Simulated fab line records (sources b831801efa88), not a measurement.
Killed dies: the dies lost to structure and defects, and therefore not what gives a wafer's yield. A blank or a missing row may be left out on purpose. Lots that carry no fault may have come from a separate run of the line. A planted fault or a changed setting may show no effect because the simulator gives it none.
Which tool is to blame?    flow sky130    13 lots, 39 wafers sampled, at 5 steps of a route of 708

## WHAT EACH GAUGE READ, for each wafer
SKY_SONOS_ONO_CD_MEAS_13 targets a cd of 410 nm.
lot   measured      on         cd nm (nm)
L295  day 12 20:32  cd sem-02  406.8 409.1 409.7
L296  day 13 05:13  cd sem-01  411.7 411.5 412.8
L297  day 13 12:59  cd sem-02  413.7 411.0 413.9
L298  day 13 16:31  cd sem-01  410.0 409.0 408.6
L303  day 16 12:29  cd sem-01  410.0 409.3 409.7
L305  day 16 22:52  cd sem-01  408.3 406.9 407.3
L304  day 16 23:02  cd sem-02  386.4 385.3 385.2
L307  day 18 00:49  cd sem-02  389.1 387.1 386.6
L311  day 18 22:52  cd sem-01  408.5 407.4 406.4
L312  day 18 23:45  cd sem-02  412.7 414.6 415.1
L313  day 19 04:34  cd sem-02  408.6 410.0 408.5
L315  day 19 20:48  cd sem-01  408.1 410.8 413.0
L316  day 20 06:42  cd sem-02  409.0 408.5 406.9

SKY_SD_N_TW_MEAS_12.
lot   measured      on             SD_N_TW
L295  day 28 08:28  film metro-01  3997 3978 3994
L296  day 28 14:58  film metro-03  4042 4043 4042
L297  day 28 19:50  film metro-03  4064 4050 4035
L298  day 29 00:35  film metro-03  4060 4049 4062
L303  day 31 19:20  film metro-04  3989 3985 3984
L305  day 32 01:12  film metro-04  3962 3990 3966
L304  day 32 02:44  film metro-01  3949 3949 3948
L307  day 33 03:42  film metro-01  3960 3977 3970
L311  day 34 02:10  film metro-03  4011 4013 4022
L312  day 34 03:18  film metro-03  4038 4032 4022
L313  day 34 05:48  film metro-03  4018 4017 4028
L315  day 34 18:08  film metro-03  4063 4056 4041
L316  day 35 03:36  film metro-01  3976 3971 3998

SKY_LI_CONTACT_RS_MEAS_22: measurement is done with a four-point probe.
lot   measured      on             LI_CONTACT_W_RS (ohm/sq)
L295  day 29 13:50  film metro-04  0.2826 0.2830 0.2818
L296  day 29 19:58  film metro-04  0.2866 0.2911 0.2862
L297  day 30 01:24  film metro-01  0.2805 0.2808 0.2818
L298  day 30 05:17  film metro-01  0.2854 0.2846 0.2821
L303  day 33 00:46  film metro-01  0.2848 0.2871 0.2852
L305  day 33 05:58  film metro-01  0.2921 0.2912 0.2877
L304  day 33 07:04  film metro-04  0.2891 0.2864 0.2892
L307  day 34 08:34  film metro-03  0.2819 0.2846 0.2813
L311  day 35 07:08  film metro-01  0.2846 0.2870 0.2856
L312  day 35 07:52  film metro-03  0.2875 0.2890 0.2901
L313  day 35 10:10  film metro-01  0.2849 0.2882 0.2829
L315  day 35 21:53  film metro-03  0.2877 0.2830 0.2854
L316  day 36 06:46  film metro-03  0.2885 0.2892 0.2927

## TOOL THAT RAN EACH LOT (tool first, then ch and the chambers of the sampled wafers, then the start)
lot   SKY_SONOS_ONO_DEVELOP_12           SKY_LI_CONTACT_SPUTTER_20
L295  litho track-04 ch 0, day 12 20:24  pvd sputter-04, day 29 13:37
L296  litho track-01 ch 0, day 13 05:04  pvd sputter-03, day 29 19:39
L297  litho track-02 ch 0, day 13 12:50  pvd sputter-04, day 30 01:05
L298  litho track-01 ch 0, day 13 16:22  pvd sputter-03, day 30 05:06
L303  litho track-01 ch 0, day 16 12:20  pvd sputter-02, day 33 00:31
L305  litho track-02 ch 0, day 16 22:43  pvd sputter-04, day 33 05:46
L304  litho track-01 ch 0, day 16 22:53  pvd sputter-02, day 33 06:51
L307  litho track-01 ch 0, day 18 00:40  pvd sputter-03, day 34 08:22
L311  litho track-04 ch 0, day 18 22:43  pvd sputter-03, day 35 06:55
L312  litho track-02 ch 0, day 18 23:37  pvd sputter-02, day 35 07:37
L313  litho track-02 ch 0, day 19 04:25  pvd sputter-02, day 35 09:58
L315  litho track-04 ch 0, day 19 20:39  pvd sputter-03, day 35 21:42
L316  litho track-04 ch 0, day 20 06:33  pvd sputter-04, day 36 06:34
- SKY_SONOS_ONO_DEVELOP_12: develop time 60 s.
- SKY_LI_CONTACT_SPUTTER_20: material TiN, target thk 20 nm, time 80 s.

## WHAT THE TOOLS THEMSELVES READ (means of the sampled wafers that have a number; where no wafer has one, the mark that the record gives instead)
SKY_LI_CONTACT_SPUTTER_20.
lot   tool            throttle valve pct (%)
L295  pvd sputter-04  30.0
L296  pvd sputter-03  29.3
L297  pvd sputter-04  30.2
L298  pvd sputter-03  30.3
L303  pvd sputter-02  29.2
L305  pvd sputter-04  30.2
L304  pvd sputter-02  30.3
L307  pvd sputter-03  29.8
L311  pvd sputter-03  29.9
L312  pvd sputter-02  30.9
L313  pvd sputter-02  29.5
L315  pvd sputter-03  29.5
L316  pvd sputter-04  30.4

## THE ANSWER, worked out from the rows above alone
Rule: the usual values come from the lots themselves. The widest of any qualifying gaps counts: lots, ordered by their means at a reading, are off when they make up no more than a third of the lots, leave a main group of 4 or more, and stand apart from it by 3 or more times the standard deviation of that group's means. Not used: any main group whose means are identical at the precision the tables above print for the reading. Also off: a lot with no number at a reading for which 4 or more lots have one. Where the step has rows for the other lots, those lots are counted as sound. First the gauges in route order, then the tools' own readings, where a lot's mean is used as printed above. At the first step where some lot is off, the reading lying furthest off is the one used; lots without a number count as furthest.
Off: L304, L307, at SKY_SONOS_ONO_CD_MEAS_13 (cd nm). The main group has a mean of 409.9 nm with a standard deviation of 2.1.
If a tool, at a process step before that reading, ran all the lots that are off and no sound lot after the first of them, it fits. Those tools and the gauges at SKY_SONOS_ONO_CD_MEAS_13 are tried in the same way. One fits: SKY_SONOS_ONO_DEVELOP_12 on litho track-01. Its last sound lot is L303 (day 16 12:20), its first lot that is off L304 (day 16 22:53): a fault that began between those two fits.

## WHAT WAS PUT IN BY THE SIMULATOR
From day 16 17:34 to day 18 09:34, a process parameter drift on litho track-01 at SKY_SONOS_ONO_DEVELOP_12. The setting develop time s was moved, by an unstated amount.
Struck lots among those shown: L304, L307. Same finding as the rule above.
